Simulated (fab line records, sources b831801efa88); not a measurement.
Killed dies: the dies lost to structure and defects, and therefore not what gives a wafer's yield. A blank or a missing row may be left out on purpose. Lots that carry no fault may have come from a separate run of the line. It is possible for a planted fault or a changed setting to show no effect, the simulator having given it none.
A lot that was struck, set against a sound lot || flow sky130 || 43 out of 708 route steps
Sound: the wafers L690.3, L690.5, L690.6. Struck: wafers L697.2, L697.6. (L697.5 of the same lot was not struck and is left out.) The cause comes at the end.
At each step with rows: each side's tool, then ch and its chambers, then its first start. Under that, the readings that differ: sound wafers || struck wafers || difference of the means || sigmas: that difference in standard deviations of wafers without a fault.
alike: same words and numbers on both sides, and readings whose means sit less than 2 such deviations apart. not compared: any withheld reading, any reading some wafer has no value for, any bound like >300 that may hide the same value, and any number with overlapping values for which the record gives no deviation.
The two part at a step that has a row with sigmas, a row that says differs or no value, or rows on one side only. When numbers do not overlap yet have no deviation, they are printed without sigmas and do not part them. A reading that every wafer of one side lacks parts them only if that side has two wafers or more.

first, 8 steps without rows for these wafers: SKY_METAL4_DEHYDRATE_05 (time 60 s); SKY_METAL4_HMDS_06 (prime time 60 s); SKY_METAL4_COAT_07 (resist thk 60 nm); SKY_METAL4_COAT_08 (resist thk 1140 nm); SKY_METAL4_SOFTBAKE_09 (time 90 s); SKY_METAL4_EXPOSE_10 (exposes mask MM4, target cd 300 nm); SKY_METAL4_PEB_11; SKY_METAL4_DEVELOP_12 (develop time 60 s).
SKY_METAL4_CD_MEAS_13: the cd target is 300 nm.
  sound: cdSem-01 at day 42 21:16; struck: cdSem-02 at day 44 18:35
{"reading": "cdNm (nm)", "sound": "302.1 300.2 299.5", "struck": "296.2 297.8", "difference": -3.6, "sigmas": -3}
SKY_METAL4_OVL_MEAS_14:
  sound: overlay-01 at day 42 21:21; struck: overlay-02 at day 44 18:41
  alike: METAL4_OVL
then, 1 step without rows for these wafers: SKY_METAL4_DESCUM_15 (chemistry O2, time 8 s).
SKY_METAL4_ETCH_16: etches BARC in N2/H2, stops on SiO2, time 88.2 s, target depth 60 nm.
  sound on rieMetal-01 ch 0,1, day 42 21:28; struck on rieMetal-04 ch 0, day 44 18:45
  alike: drypumpMotorCurrentA, oesProductAu, rfFwdPowerW, throttleValvePct
  not compared: rfHoursCounterH
SKY_METAL4_ETCH_17: etches SiO2 in C4F8/O2/Ar, stops on TiN, time 3.9 s, target depth 15 nm.
  sound on rieDiel-04 ch 0,2,3, day 42 21:33; struck on rieDiel-03 ch 3, day 44 18:51
  alike: oesProductAu, rfFwdPowerW
  not compared: rfHoursCounterH
then, 6 steps without rows for these wafers: SKY_METAL4_METAL_ETCH_18 (etches the open film in Cl2/BCl3, stops on SiO2, target depth 845 nm, time 183.1 s); SKY_METAL4_STRIP_19 (strips in O2/N2); SKY_METAL4_STRIP_20 (strips in post etch residue remover, time 1200 s); SKY_METAL4_CLEAN_21 (cleans in IPA, time 180 s); SKY_METAL4_CLEAN_22 (cleans in O3/DIW); SKY_VIA4_HDPCVD_00 (deposits SiO2, target thk 1750 nm, time 291.7 s).
SKY_VIA4_THK_MEAS_01:
  sound: filmMetro-02 at day 42 22:37; struck: filmMetro-02 at day 44 19:52
{"reading": "VIA4_HDPCVD_THK (nm)", "sound": "1810 1818 1771", "struck": "1701 1716", "difference": -91, "sigmas": -3}
then, 1 step without rows for these wafers: SKY_VIA4_CMP_02 (polishes SiO2).
SKY_VIA4_BOW_MEAS_03:
  sound: filmMetro-01 at day 42 22:59; struck: filmMetro-01 at day 44 20:14
  alike: VIA4_BOW
then, 7 steps without rows for these wafers: SKY_VIA4_DEHYDRATE_04 (time 60 s); SKY_VIA4_HMDS_05 (prime time 60 s); SKY_VIA4_COAT_06 (resist thk 1140 nm); SKY_VIA4_SOFTBAKE_07 (time 60 s); SKY_VIA4_EXPOSE_08 (exposes mask VIM4, target cd 800 nm); SKY_VIA4_PEB_09; SKY_VIA4_DEVELOP_10 (develop time 60 s).
SKY_VIA4_OVL_MEAS_11:
  sound: overlay-02 at day 43 22:11; struck: overlay-02 at day 45 16:59
  alike: VIA4_OVL
SKY_VIA4_ETCH_12: etches SiO2 in C4F8/O2/Ar, stops on TiN, target depth 580 nm.
  sound on rieDiel-03 ch 0,1, day 43 22:13; struck on rieDiel-02 ch 2, day 45 17:01
  alike: oesProductAu, rfFwdPowerW
SKY_VIA4_STRIP_13: strips in O2/N2.
  sound on plasmaAsher-03 ch 0,1, day 43 22:19; struck on plasmaAsher-02 ch 0, day 45 17:06
  alike: drypumpMotorCurrentA, o2FlowSccm, oesProductAu, stripTimeToEndpointS
  not compared: rfHoursCounterH
then, 5 steps without rows for these wafers: SKY_VIA4_STRIP_14 (strips in post etch residue remover, time 1200 s); SKY_VIA4_CLEAN_15 (cleans in IPA, time 180 s); SKY_VIA4_CLEAN_16 (cleans in O3/DIW); SKY_VIA4_SPUTTER_17 (material TiN, target thk 20 nm, time 80 s); SKY_VIA4_CVD_18 (deposits W, target thk 505 nm, time 152.14 s).
SKY_VIA4_RS_MEAS_19: measures by four-point-probe.
  sound: filmMetro-01 at day 43 23:08; struck: filmMetro-02 at day 45 17:58
  alike: VIA4_W_RS
SKY_VIA4_THK_MEAS_20: measures by xrf.
  sound: filmMetro-01 at day 43 23:14; struck: filmMetro-02 at day 45 18:04
  alike: VIA4_W_THK
then, 1 step without rows for these wafers: SKY_VIA4_CMP_21 (polishes, stops on SiO2, t overpolish 25 s, target thk 0 nm).
SKY_METAL5_SPUTTER_00: material Ti, target thk 15 nm, time 10 s.
  sound: pvdSputter-02 at day 43 23:34; struck: pvdSputter-04 at day 45 18:25
  alike: throttleValvePct
SKY_METAL5_SPUTTER_01: material TiN, target thk 20 nm, time 16.7 s.
  sound: pvdSputter-02 at day 43 23:36; struck: pvdSputter-04 at day 45 18:26
  alike: throttleValvePct
-- the record jumps here: 3 days lie between the struck wafers' starts before and after (it left off in module METAL5 and takes up again in module PAD_OPEN, whose first step shown is number 708 of the route) --
SKY_PAD_OPEN_PROBE_99:
  sound: prober-01 at day 46 19:56; struck: prober-02 at day 48 10:15
{"reading": "defectLimitedYield (%)", "sound": "83.7 84.3 82.1", "struck": "73.8 70.1", "difference": -11.4, "sigmas": -6}
{"reading": "killed_at_M4_up", "sound": "4 4 4", "struck": "53 62", "difference": "+54", "sigmas": "+25"}
{"reading": "killedDies", "sound": "80 77 88", "struck": "129 147", "difference": "+56", "sigmas": "+6"}
{"reading": "sort_bin_3_pad_short (%)", "sound": "0 1.2 1.2", "struck": "2.0 3.9", "difference": "+2.2", "sigmas": "+5"}
{"reading": "sort_bin_5_function (%)", "sound": "10.6 8.9 9.6", "struck": "17.3 17.5", "difference": "+7.7", "sigmas": "+6"}
{"reading": "sortNPass", "sound": "412 415 404", "struck": "363 345", "difference": -56, "sigmas": -6}
{"reading": "sortYieldPct (%)", "sound": "83.7 84.3 82.1", "struck": "73.8 70.1", "difference": -11.4, "sigmas": -6}
{"reading": "model.etest.tester.sortNPass", "sound": "412 415 404", "struck": "363 345", "difference": -56, "sigmas": ""}
{"reading": "model.etest.tester.sortYieldPct (%)", "sound": "83.74 84.35 82.11", "struck": "73.78 70.12", "difference": -11.45, "sigmas": ""}
{"reading": "model.etest.tester.sort_bin_5_pct (%)", "sound": "10.57 8.943 9.553", "struck": "17.28 17.48", "difference": "+7.69", "sigmas": ""}
{"reading": "model.etest.tester.sort_bin_3_pct (%)", "sound": "0 1.22 1.22", "struck": "2.033 3.862", "difference": "+2.134", "sigmas": ""}
  alike: killed_at_M0_to_M3, killedAtContacts, killedAtFrontEnd, killedAtOther, killedOpen, killedShort, sort_bin_6_memory

## WHERE THEY PART
At SKY_METAL4_CD_MEAS_13 first; at SKY_PAD_OPEN_PROBE_99 last (within this record only).

WHY: what had been put in by the simulator
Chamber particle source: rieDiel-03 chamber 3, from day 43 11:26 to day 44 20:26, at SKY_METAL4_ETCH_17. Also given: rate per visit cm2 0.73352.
